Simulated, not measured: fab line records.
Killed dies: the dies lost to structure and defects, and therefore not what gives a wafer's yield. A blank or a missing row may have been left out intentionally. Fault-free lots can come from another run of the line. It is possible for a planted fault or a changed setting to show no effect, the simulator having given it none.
The same fault as seen by 2 desks -- flow gf180mcu -- each desk holds nothing but its own numbers, with what lay behind them at the end

== FOR THE TOOL OWNER'S DESK: rie diel-03 ==
The tool's own readings at GF_STI_ETCH_13 (etches the open film in CHF3/O2, stops on Si, target depth 282.31 nm, time 112.9 s): means of the sampled wafers that have a number, for each lot that ran on this tool. If a lot's mean is further than 4 standard deviations from the usual mean, the lot is out of limits and carries the mark OUT (the distance appears in the brackets).
Columns: A = drypump motor current A at GF_STI_ETCH_13, usual 5.7 A; B = oes product au at GF_STI_ETCH_13, usual 0.833 a.u.; C = throttle valve pct at GF_STI_ETCH_13, usual 8.809 %
lot,first seen here,A,B,C
L311,day 4 11:01,5.8,0.835,8.803
L316,day 5 12:01,5.9,0.825,8.815
L318,day 5 22:31,5.6,0.820,8.807
Finding of this desk: none of the 3 lots has anything out of limits.

== THE METROLOGY DESK ==
Means of the sampled wafers that have a number, per lot and without regard to the tool the lot ran on: this is what the gauges read. If a lot's mean is further than 4 standard deviations from the usual mean, the lot is out of limits and carries the mark OUT (the distance appears in the brackets).
Columns: A = STI_OXIDATION_THK at GF_STI_THK_MEAS_02, usual 9.99 nm; B = STI_CVD_03_THK at GF_STI_THK_MEAS_04, usual 207.7 nm; C = cd nm at GF_STI_CD_MEAS_12, usual 219.9 nm
lot,first seen here,A,B,C
L302,day 1 21:37,9.73,206.7,219.6
L311,day 3 19:38,9.91,208.9,219.5
L316,day 4 19:57,10.09,208.1,220.9
L317,day 5 00:37,9.96,206.1,218.0
L318,day 5 05:31,10.09,206.6,219.6
L321,day 5 20:32,10.14,207.7,220.7
Finding of this desk: none of the 6 lots has anything out of limits.

== ALL TOGETHER ==
The tool owner's desk saw nothing out of limits.
Metrology desk: nothing out of limits seen.

== WHAT WAS PUT IN BY THE SIMULATOR ==
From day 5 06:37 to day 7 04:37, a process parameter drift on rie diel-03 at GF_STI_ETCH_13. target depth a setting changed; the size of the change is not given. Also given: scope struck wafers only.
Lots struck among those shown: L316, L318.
